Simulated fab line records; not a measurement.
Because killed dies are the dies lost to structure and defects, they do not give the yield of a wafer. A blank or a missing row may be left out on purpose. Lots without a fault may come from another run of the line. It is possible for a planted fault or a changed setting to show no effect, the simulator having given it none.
Matching of chambers | flow sky130 | SKY_VIA2_CMP_24 on cmp-02 has 4 sister chambers
The step polishes, stops on SiO2, t overpolish 20 s, target thk 0 nm. 14 wafers are shown with their chamber, then 7 later ones without.

== WAFERS WITH THEIR CHAMBER ==
wafer  | chamber | motorCurrentA (A) | timeToEndpointS (s) | overpolishRunS (s)
L660.1 | 0       | 11.7              | 99                  | 20.005
L660.3 | 1       | 8.8               | 99                  | 20.013
L660.6 | 2       | 10.6              | 100                 | 20.001
L664.3 | 0       | 11.5              | 97                  | 20.006
L664.5 | 0       | 11.5              | 97                  | 19.990
L664.6 | 3       | 11.2              | 105                 | 19.994
L667.1 | 0       | 11.7              | 98                  | 20.001
L667.2 | 1       | 9.2               | 99                  | 20.004
L667.6 | 2       | 11.2              | 96                  | 20.011
L668.2 | 3       | 11.6              | 101                 | 20.013
L668.4 | 0       | 11.9              | 97                  | 20.009
L668.5 | 3       | 11.6              | 98                  | 20.011
L670.1 | 2       | 11.2              | 98                  | 20.017
L670.5 | 1       | 8.7               | 101                 | 20.008

SIGNATURES (averages over the wafers above)
reading         | chamber 0 | chamber 1 | chamber 2 | chamber 3 | scatter within a chamber
motorCurrentA   | 11.660    | 8.900     | 11.000    | 11.467    | 0.245
timeToEndpointS | 97.60     | 99.67     | 98.00     | 101.33    | 1.96
overpolishRunS  | 20.00220  | 20.00833  | 20.00967  | 20.00600  | 0.0078
Rule: a wafer lies at a distance from a chamber equal to the root of the sum of squares, over the readings, of (its reading less the chamber's mean, divided by the reading's scatter). If the next closest chamber is less than 2 further off than the closest, the wafer can't be placed; otherwise it belongs to the closest. The scatter: take each reading less its chamber's mean, square it, sum over the shown wafers, divide by the number of wafers less the number of chambers, and take the root.

== WAFERS MISSING THEIR CHAMBER ==
wafer  | motorCurrentA (A) | timeToEndpointS (s) | overpolishRunS (s)
L670.6 | 11.8              | 106                 | 19.994
L676.2 | 10.8              | 101                 | 19.999
L676.3 | 9.0               | 100                 | 19.983
L676.5 | 10.9              | 99                  | 20.010
L677.2 | 11.3              | 94                  | 20.017
L677.5 | 11.3              | 99                  | 19.995
L677.6 | 11.9              | 92                  | 20.001

== WHICH CHAMBER EACH WENT THROUGH ==
wafer  | from the rows above          | in truth
L670.6 | can't be placed: 3 or 0      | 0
L676.2 | can't be placed: 2 or 3 or 0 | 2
L676.3 | 1                            | 1
L676.5 | can't be placed: 2 or 3      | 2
L677.2 | can't be placed: 2 or 0 or 3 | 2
L677.5 | can't be placed: 0 or 3 or 2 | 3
L677.6 | can't be placed: 0 or 2      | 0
Correctly placed: 1 of 7. Not placeable from these rows: 6 (in 6, the candidates include the true chamber). Number placed wrongly: 0.
